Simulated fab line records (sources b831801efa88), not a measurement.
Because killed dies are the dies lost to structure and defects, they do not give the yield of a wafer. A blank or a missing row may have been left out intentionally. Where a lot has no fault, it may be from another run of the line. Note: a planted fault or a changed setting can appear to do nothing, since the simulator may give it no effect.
Matching of chambers -- flow sky130 -- rie diel-03 running SKY_POLY_GATE_ETCH_15: 4 sister chambers
The step etches BARC in N2/H2, stops on SiO2, time 118.5 s, target depth 110 nm. 4 wafers are shown with their chamber, then 7 later ones without.

WAFERS PAIRED WITH THEIR CHAMBERS
wafer,chamber,drypump motor current A (A)
L124.3,2,5.7
L133.5,0,6.3
L135.2,3,6.6
L135.3,1,4.9

WAFERS WITH NO CHAMBER GIVEN
wafer,drypump motor current A (A)
L135.4,5.7
L140.1,6.3
L140.2,5.8
L140.3,6.6
L142.2,5.0
L142.4,5.7
L142.6,5.7

WHICH CHAMBER EACH ONE RAN IN
wafer,from the rows above,in truth
L135.4,2,2
L140.1,0,0
L140.2,2,2
L140.3,3,3
L142.2,1,1
L142.4,2,2
L142.6,2,2
Placed correctly: 7 of 7. Can't be placed from these rows: 0. Placed wrongly: 0.
How it was worked out, from the rows above alone: a wafer's distance from a chamber is the root of the sum, over the readings, of the square of ((its reading less the chamber's mean) divided by the reading's scatter). If the next closest chamber is less than 2 further off than the closest, the wafer can't be placed; otherwise it belongs to the closest. The mean given for a chamber averages the wafers shown for that chamber. The scatter (one wafer shown for each chamber): square how far every hidden wafer sits from the nearest shown wafer, average those squares and take the square root.
